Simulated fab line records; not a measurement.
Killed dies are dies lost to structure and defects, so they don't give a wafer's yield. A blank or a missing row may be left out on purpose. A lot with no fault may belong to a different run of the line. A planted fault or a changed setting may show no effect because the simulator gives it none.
Code-filled problem report in 8D (eight disciplines) form | flow gf180mcu | the parts of the form that need people (team, actions taken, sign-off) are left out

1. WHAT WENT WRONG
Wafers without a fault read 2.5339e+12, standard deviation 2.8e+09; dose-ions-cm2 at GF_VT_IMPLANT_IMPLANT_30 reads a mean of 2.4419e+12 on 9 wafers belonging to 3 lots. That is -33 standard deviations from the usual mean.
The first sign was on wafer L954.1 at day 10 03:16, on implanter-02. The record holds 45 wafers of 15 lots with a number at this step. The rule behind "out" and "out of limits": a value lying over 4 standard deviations away from the usual mean. Any other wafer with a number is counted as sound.

2. WHAT THIS IS AND IS NOT
question                    | is                     | is not
which readings at this step | dose-ions-cm2          | -
which lots                  | L954, L956, L957       | L942, L943, L945, L946, L948, L949, L950, L951, L952, L953, L955, L964
which wafers of those lots  | all that have a number | -
read on which tools         | implanter-02           | implanter-01, implanter-04
when                        | from day 10 03:16      | up to then (30 sound wafers); but 6 sound wafers of L955, L964 came after

3. WHAT RULES OUT EACH SUSPECT
Counting: a tool stays on the suspect list if, at a process step up to the reading, it processed all lots that are out and no sound lot following the first of them.
- implanter-02 at GF_VT_IMPLANT_IMPLANT_30: kept. Every lot that is out went through it, starting with L954 (day 10 03:16), and after that it ran no sound lot; the last sound lot it ran before then is L951 (day 9 06:04). On those wafers its own readings are out: dose-ions-cm2.
Left after counting: implanter-02 at GF_VT_IMPLANT_IMPLANT_30.

4. THE CAUSE (what the simulator had put in)
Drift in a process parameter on implanter-02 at GF_VT_IMPLANT_IMPLANT_30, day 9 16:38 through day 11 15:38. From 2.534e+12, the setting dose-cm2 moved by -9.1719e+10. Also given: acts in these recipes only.
This tool alone remained once counting was done.

5. THE CHAIN OF EFFECTS, in route order
Each row: a reading where the mean over the struck wafers with a number is more than 3 standard deviations away from the usual. Only readings whose record carries a usual standard deviation are examined. hours: median over the lots of the time between each lot's start at the first step of this table that gives one and its start at this step. sigmas: the change, counted in usual standard deviations.
hours | step                     | reading       | usual      | on struck wafers | change      | sigmas
0     | GF_VT_IMPLANT_IMPLANT_30 | dose-ions-cm2 | 2.5339e+12 | 2.4419e+12       | -9.2044e+10 | -33
Here are the process steps it includes:
- GF_VT_IMPLANT_IMPLANT_30
Later steps that measure or inspect, where all struck wafers having a row at the step show a number for every such reading and not one has moved that far: GF_CONTACT_OVL_MEAS_15.

6. HOW IT WOULD HAVE BEEN CAUGHT EARLIER
In this record no reading fell out of limits until day 10 03:16, 11 hours after the fault had begun at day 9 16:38.
